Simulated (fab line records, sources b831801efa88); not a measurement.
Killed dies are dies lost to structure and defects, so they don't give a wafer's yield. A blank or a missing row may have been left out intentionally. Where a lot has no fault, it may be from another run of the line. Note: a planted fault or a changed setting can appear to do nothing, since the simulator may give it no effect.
Comparing a struck lot with a sound one -- flow sky130 -- 16 out of 708 route steps
Sound: wafers L333.2, L333.4, L333.6. Wafers L346.2, L346.4, L346.5 were the ones struck. Last of all comes the cause.
Each step with rows lists, per side, the tool, then ch with its chambers, then its first start. Under that, the readings that differ: sound wafers -- struck wafers -- difference of the means -- sigmas: that difference in standard deviations of wafers without a fault.
alike: same words and numbers on both sides, and readings whose means sit less than 2 such deviations apart. not compared: any withheld reading, any reading some wafer has no value for, any bound like >300 that may hide the same value, and any number with overlapping values for which the record gives no deviation.
Wherever a step has rows on one side only, a row that says differs or no value, or a row with sigmas, the two part there. Non-overlapping numbers with no deviation appear without sigmas and do not part them. Lack of a reading on every wafer of one side parts them only where that side has two or more wafers.

SKY_SD_N_OVL_MEAS_08:
  sound on overlay-02, day 29 05:46; struck on overlay-01, day 33 12:46
  alike: SD_N_OVL
then, 2 steps without rows for these wafers: SKY_SD_N_IMPLANT_09; SKY_SD_N_IMPLANT_10.
SKY_SD_N_STRIP_11: strips in O2/N2.
  sound on plasma-asher-01 ch 0,1, day 29 06:06; struck on plasma-asher-01 ch 0,1, day 33 13:06
  alike: drypump-motor-current-A, oes-product-au, strip-time-to-endpoint-s
  not compared: rf-hours-counter-h
SKY_SD_N_TW_MEAS_12:
  sound on film-metro-03, day 29 06:13; struck on film-metro-01, day 33 13:13
  alike: SD_N_TW
then, 1 step without rows for these wafers: SKY_SD_N_CLEAN_13 (cleans in SC1/SC2, time 150 s).
SKY_SD_N_RTA_14: time 2 s.
  sound on rtp-anneal-02 ch 0, day 29 06:19; struck on rtp-anneal-02 ch 0, day 33 13:20
  alike: lamp-power-pct, wafer_temp_C_max
SKY_SD_N_RS_MEAS_16: measures by four-point-probe.
  sound on film-metro-04, day 29 06:30; struck on film-metro-04, day 33 13:31
  alike: SD_N_RS
SKY_SD_N_RS_MEAS_17: measures by four-point-probe.
  sound on film-metro-04, day 29 06:37; struck on film-metro-04, day 33 13:38
  alike: SD_P_RS
SKY_SD_N_RS_MEAS_18: measures by four-point-probe.
  sound on film-metro-04, day 29 06:44; struck on film-metro-04, day 33 13:46
  alike: RES_XHIGH_RS
then, 1 step without rows for these wafers: SKY_SALICIDE_CLEAN_00 (cleans in HF-last, time 30 s).
SKY_LI_CONTACT_HDPCVD_00: deposits PSG, target thk 930 nm, time 155 s.
  sound on hdpcvd-02 ch 0,1,2, day 29 06:52; struck on hdpcvd-02 ch 0,2, day 33 13:53
reading,sound,struck,difference,sigmas
model.PSG_of_LI_CONTACT_HDPCVD_00.thk-nm (nm),938.7 925.1 926.7,1200 1195 1203,+269,
SKY_LI_CONTACT_THK_MEAS_01:
  sound on film-metro-04, day 29 06:58; struck on film-metro-03, day 33 13:59
reading,sound,struck,difference,sigmas
LI_CONTACT_HDPCVD_THK (nm),938 925 926,1202 1196 1203,+271,+27
SKY_LI_CONTACT_CMP_02: polishes PSG.
  sound on cmp-02 ch 0,1,2, day 29 07:04; struck on cmp-02 ch 2,3, day 33 14:02
reading,sound,struck,difference,sigmas
time-to-endpoint-s (s),39 28 30,55 56 58,+24,+8
  alike: motor-current-A
SKY_LI_CONTACT_BOW_MEAS_03:
  sound on film-metro-01, day 29 07:20; struck on film-metro-04, day 33 14:22
reading,sound,struck,difference,sigmas
LI_CONTACT_BOW (um),46 46 54,68 57 63,+14,+2
-- record jumps: 16 days separate the struck wafers' starts on either side; left off in module LI_CONTACT, taken up again in module PAD_OPEN, whose first shown step is the route's number 708 --
SKY_PAD_OPEN_PROBE_99:
  the record has rows for the struck wafers here (prober-02, day 49 17:54) and none for the sound ones

== WHERE THEY PART ==
First at SKY_LI_CONTACT_THK_MEAS_01; last, within this record, at SKY_PAD_OPEN_PROBE_99.

WHY: what had been put in by the simulator
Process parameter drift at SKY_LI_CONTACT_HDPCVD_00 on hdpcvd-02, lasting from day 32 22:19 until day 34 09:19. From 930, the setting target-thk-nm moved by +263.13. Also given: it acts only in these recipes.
